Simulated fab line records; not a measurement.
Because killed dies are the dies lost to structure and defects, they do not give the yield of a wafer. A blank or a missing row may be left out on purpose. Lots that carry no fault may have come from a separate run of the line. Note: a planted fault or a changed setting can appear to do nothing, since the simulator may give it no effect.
A lot that was struck, set against a sound lot	flow sky130	16 out of 708 route steps
Sound: these wafers, L965.2, L965.5, L965.6. Struck: wafers L978.1, L978.3, L978.4. The cause comes at the end.
At each step with rows: each side's tool, then ch and its chambers, then its first start. Under that, the readings that differ: sound wafers	struck wafers	difference of the means	sigmas: that difference in standard deviations of wafers without a fault.
alike: words and numbers the same on both sides, and readings whose means are apart by under 2 such deviations; not compared: readings that were withheld, readings missing a value for some wafer, numbers with overlapping values and no deviation given by the record, and bounds like >300 which may hide the same value.
The two part at a step that has a row with sigmas, a row that says differs or no value, or rows on one side only. Non-overlapping numbers with no deviation appear without sigmas and do not part them. A reading that every wafer of one side lacks parts them only if that side has two wafers or more.

first, 3 steps without rows for these wafers: SKY_VIA3_EXPOSE_09 (exposes mask VIM3, target cd 200 nm); SKY_VIA3_PEB_10; SKY_VIA3_DEVELOP_11 (develop time 60 s).
SKY_VIA3_CD_MEAS_12: target cd 200 nm.
  sound on cd_sem-01, day 41 21:00; struck on cd_sem-02, day 45 19:58
  alike: cd_nm
SKY_VIA3_OVL_MEAS_13:
  sound on overlay-01, day 41 21:07; struck on overlay-02, day 45 20:05
reading	sound	struck	difference	sigmas
VIA3_OVL (nm)	10 6 10	-3 -8 -13	-17	-3
SKY_VIA3_ETCH_14: etches BARC in N2/H2, stops on SiO2, time 45.9 s, target depth 60 nm.
  sound on rie_diel-02 ch 0,3, day 41 21:08; struck on rie_diel-03 ch 0,2,3, day 45 20:07
  alike: drypump_motor_current_A, n2_flow_sccm, oes_product_au, throttle_valve_pct
  not compared: rf_hours_counter_h
SKY_VIA3_ETCH_15: etches SiO2 in C4F8/O2/Ar, stops on TiN, target depth 507 nm, time 78 s.
  sound on rie_diel-02 ch 0,3, day 41 21:11; struck on rie_diel-03 ch 0,2,3, day 45 20:10
  alike: oes_product_au
  not compared: rf_hours_counter_h
SKY_VIA3_STRIP_16: strips in O2/N2.
  sound on plasma_asher-04 ch 0,1, day 41 21:14; struck on plasma_asher-01 ch 0,1, day 45 20:13
reading	sound	struck	difference	sigmas
strip_time_to_endpoint_s (s)	4.12 4.08 4.10	4.17 4.23 4.18	+0.09	+2
  alike: drypump_motor_current_A, n2_flow_sccm, oes_product_au
  not compared: rf_hours_counter_h
then, 3 steps without rows for these wafers: SKY_VIA3_STRIP_17 (strips in post etch residue remover, time 1200 s); SKY_VIA3_CLEAN_18 (cleans in IPA, time 180 s); SKY_VIA3_CLEAN_19 (cleans in O3/DIW).
SKY_VIA3_SPUTTER_20: material TiN, target thk 20 nm, time 80 s.
  sound on pvd_sputter-02, day 41 21:50; struck on pvd_sputter-02, day 45 20:51
  alike: throttle_valve_pct
SKY_VIA3_CVD_21: deposits W, target thk 390 nm, time 117.31 s.
  sound on cvd_w-02 ch 0,1, day 41 21:53; struck on cvd_w-01 ch 0,1, day 45 20:55
reading	sound	struck	difference	sigmas
chamber_pressure_Torr (Torr)	40.08 39.94 40.01	35.49 35.31 35.47	-4.59	-53
model.W_of_VIA3_CVD_21.thk_nm (nm)	392.2 395.8 382.2	361.9 362.7 367.3	-26.1	
  alike: heater_power_outer_w, heater_power_w
SKY_VIA3_RS_MEAS_22: the measuring method here is four-point-probe.
  sound on film_metro-03, day 41 22:02; struck on film_metro-03, day 45 21:02
reading	sound	struck	difference	sigmas
VIA3_W_RS (ohm/sq)	0.292 0.289 0.300	0.316 0.315 0.311	+0.020	+4
SKY_VIA3_THK_MEAS_23: measures by xrf.
  sound on film_metro-03, day 41 22:08; struck on film_metro-03, day 45 21:09
reading	sound	struck	difference	sigmas
VIA3_W_THK (nm)	416 422 405	381 380 385	-32	-4
SKY_VIA3_CMP_24: polishes, stops on SiO2, t overpolish 20 s, target thk 0 nm.
  sound on cmp-02 ch 0,1, day 41 22:14; struck on cmp-01 ch 0,2,3, day 45 21:13
  alike: motor_current_A

== WHERE THEY PART ==
At SKY_VIA3_OVL_MEAS_13 first; at SKY_VIA3_THK_MEAS_23 last (within this record only). Later steps at which nothing parts them and some readings are alike: SKY_VIA3_CMP_24.

WHY: what the simulator had put in
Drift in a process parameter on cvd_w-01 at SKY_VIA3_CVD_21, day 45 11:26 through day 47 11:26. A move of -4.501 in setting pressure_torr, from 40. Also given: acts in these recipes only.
